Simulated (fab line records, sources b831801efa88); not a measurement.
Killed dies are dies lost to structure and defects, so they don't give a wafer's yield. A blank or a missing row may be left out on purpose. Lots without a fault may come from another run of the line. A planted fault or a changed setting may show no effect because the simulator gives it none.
Which tool did it? | flow gf180mcu | 14 lots, 42 wafers sampled, at 5 steps of a route of 602

WHAT THE GAUGES READ, wafer by wafer
GF_DNWELL_TW_MEAS_09.
lot  | measured    | on            | DNWELL_TW
L835 | day 2 20:26 | film_metro-04 | 1336 1332 1331
L836 | day 3 03:53 | film_metro-01 | 1329 1341 1331
L837 | day 3 09:28 | film_metro-04 | 1336 1332 1337
L838 | day 3 14:58 | film_metro-04 | 1342 1349 1344
L840 | day 3 23:10 | film_metro-01 | 1331 1323 1337
L841 | day 4 06:53 | film_metro-01 | 1340 1332 1334
L842 | day 4 11:28 | film_metro-01 | 1342 1333 1344
L843 | day 4 16:17 | film_metro-02 | 1306 1306 1309
L844 | day 4 22:43 | film_metro-01 | 1351 1345 1345
L849 | day 6 00:20 | film_metro-04 | 1342 1332 1341
L850 | day 6 05:05 | film_metro-01 | 1348 1345 1338
L851 | day 6 09:20 | film_metro-01 | 1317 1311 1307
L855 | day 7 09:22 | film_metro-01 | 1334 1332 1336
L858 | day 8 00:32 | film_metro-01 | 1340 1347 1346

GF_V1_THK_MEAS_01.
lot  | measured     | on            | V1_CVD_00_THK (nm)
L835 | day 19 01:36 | film_metro-02 | 623 631 631
L836 | day 19 14:32 | film_metro-01 | 624 618 632
L837 | day 19 22:40 | film_metro-02 | 619 625 625
L838 | day 20 08:31 | film_metro-01 | 636 639 634
L840 | day 21 01:07 | film_metro-03 | 621 619 630
L841 | day 21 06:34 | film_metro-01 | 629 625 630
L842 | day 21 13:24 | film_metro-01 | 624 625 623
L843 | day 22 04:44 | film_metro-03 | 617 619 617
L844 | day 22 11:01 | film_metro-01 | 612 620 618
L849 | day 24 03:47 | film_metro-01 | 631 627 627
L850 | day 24 09:16 | film_metro-02 | 624 628 625
L851 | day 24 14:26 | film_metro-02 | 614 617 616
L855 | day 25 17:40 | film_metro-03 | 637 632 632
L858 | day 26 15:58 | film_metro-01 | 612 619 621

GF_V1_OVL_MEAS_15.
lot  | measured     | on         | V1_OVL (nm)
L835 | day 20 02:47 | overlay-01 | 4 13 0
L836 | day 20 16:54 | overlay-01 | -10 -4 7
L837 | day 21 00:34 | overlay-02 | -4 -1 1
L838 | day 21 10:26 | overlay-02 | 11 10 12
L840 | day 22 03:02 | overlay-01 | 1 -8 -3
L841 | day 22 08:14 | overlay-01 | -6 -8 5
L842 | day 22 14:56 | overlay-01 | 9 0 0
L843 | day 23 05:50 | overlay-01 | 4 5 3
L844 | day 23 11:49 | overlay-01 | 15 13 14
L849 | day 25 03:38 | overlay-02 | -7 6 4
L850 | day 25 08:59 | overlay-02 | 5 7 3
L851 | day 25 14:16 | overlay-01 | -1 -3 11
L855 | day 26 15:29 | overlay-01 | 10 4 5
L858 | day 27 14:22 | overlay-02 | 8 -1 10

WHICH TOOL RAN EACH LOT (tool, then ch and the chambers of the sampled wafers, then the start)
lot  | GF_DNWELL_IMPLANT_07           | GF_M1_SPUTTER_01
L835 | implanter-02 ch 0, day 2 20:12 | pvd_sputter-04, day 18 00:25
L836 | implanter-01 ch 0, day 3 03:40 | pvd_sputter-04, day 18 13:32
L837 | implanter-01 ch 0, day 3 09:13 | pvd_sputter-04, day 18 20:08
L838 | implanter-02 ch 0, day 3 14:43 | pvd_sputter-01, day 19 05:40
L840 | implanter-01 ch 0, day 3 22:55 | pvd_sputter-03, day 19 23:04
L841 | implanter-04 ch 0, day 4 06:39 | pvd_sputter-03, day 20 03:59
L842 | implanter-04 ch 0, day 4 11:13 | pvd_sputter-04, day 20 11:04
L843 | implanter-04 ch 0, day 4 16:03 | pvd_sputter-04, day 21 02:37
L844 | implanter-02 ch 0, day 4 22:28 | pvd_sputter-01, day 21 09:13
L849 | implanter-01 ch 0, day 6 00:06 | pvd_sputter-01, day 23 02:46
L850 | implanter-01 ch 0, day 6 04:50 | pvd_sputter-03, day 23 08:07
L851 | implanter-04 ch 0, day 6 09:07 | pvd_sputter-04, day 23 14:20
L855 | implanter-02 ch 0, day 7 09:07 | pvd_sputter-04, day 24 18:16
L858 | implanter-02 ch 0, day 8 00:19 | pvd_sputter-01, day 25 16:07
- GF_DNWELL_IMPLANT_07
- GF_M1_SPUTTER_01: material TiN, target thk 30 nm, time 25 s.

WHAT THE TOOLS THEMSELVES READ (means of the sampled wafers that have a number; where no wafer has one, the mark that the record gives instead)
GF_DNWELL_IMPLANT_07.
lot  | tool         | dose_ions_cm2 | faraday_current_uA | tilt_deg (degrees)
L835 | implanter-02 | 1e+13         | 57.6               | 0.001
L836 | implanter-01 | 1e+13         | 55.3               | 0.025
L837 | implanter-01 | 1e+13         | 56.1               | 0.020
L838 | implanter-02 | 1e+13         | 56.5               | 0.002
L840 | implanter-01 | 1e+13         | 56.4               | -0.020
L841 | implanter-04 | 1e+13         | 55.8               | 0.006
L842 | implanter-04 | 1e+13         | 55.5               | -0.016
L843 | implanter-04 | 9e+12         | 54.5               | -0.012
L844 | implanter-02 | 1e+13         | 57.3               | 0.008
L849 | implanter-01 | 1e+13         | 56.1               | 0.017
L850 | implanter-01 | 1e+13         | 56.7               | 0.009
L851 | implanter-04 | 9e+12         | 51.7               | 0.012
L855 | implanter-02 | 1e+13         | 56.3               | -0.004
L858 | implanter-02 | 1e+13         | 56.0               | -0.015

GF_M1_SPUTTER_01.
lot  | tool           | throttle_valve_pct (%)
L835 | pvd_sputter-04 | 30.4
L836 | pvd_sputter-04 | 30.8
L837 | pvd_sputter-04 | 30.1
L838 | pvd_sputter-01 | 29.7
L840 | pvd_sputter-03 | 29.7
L841 | pvd_sputter-03 | 30.4
L842 | pvd_sputter-04 | 30.3
L843 | pvd_sputter-04 | 30.1
L844 | pvd_sputter-01 | 29.5
L849 | pvd_sputter-01 | 29.7
L850 | pvd_sputter-03 | 30.1
L851 | pvd_sputter-04 | 30.5
L855 | pvd_sputter-04 | 30.3
L858 | pvd_sputter-01 | 29.6

THE ANSWER, worked out from the rows above alone
Rule: what is usual is taken from the lots themselves. Put in order of their means at a reading, lots are off if they are a third of the lots or fewer, leave a main group of 4 or more, and stand apart from it by a gap of 3 or more times the standard deviation of the main group's means; of several such gaps the widest counts. A main group whose means are all the same, to the digits that the tables above print for the reading, isn't used. A lot without any number at a reading at which 4 lots or more have one is off too. The other lots that the step has rows for count as sound. The gauges are gone through in route order, then the tools' own readings, and for those a lot's mean is taken as printed above. The first step at which some lot is off is used, and at that step the reading that is off furthest; a lot without a number counts as furthest.
Off: L843, L851, at GF_DNWELL_TW_MEAS_09 (DNWELL_TW). The main group: mean 1338, standard deviation 5.3.
A tool fits if, at a process step before that reading, it ran every lot that is off, and no sound lot after the first of them. The gauges at GF_DNWELL_TW_MEAS_09 are tried like those tools. One fits: implanter-04 at GF_DNWELL_IMPLANT_07. Its last sound lot is L842 (day 4 11:13), its first lot that is off L843 (day 4 16:03): a fault that began between those two fits.
The tool's own readings at GF_DNWELL_IMPLANT_07 bear it out: on the lots that are off they differ by more than 5 times the standard deviation of the sound lots' means. dose_ions_cm2 reads 9e+12 there against 1e+13 on the sound lots.

WHAT THE SIMULATOR HAD PUT IN
Process parameter drift: implanter-04, from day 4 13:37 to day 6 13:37, at GF_DNWELL_IMPLANT_07. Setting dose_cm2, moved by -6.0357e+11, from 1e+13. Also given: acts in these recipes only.
Lots struck among those shown: L843, L851. The rule above found the same.
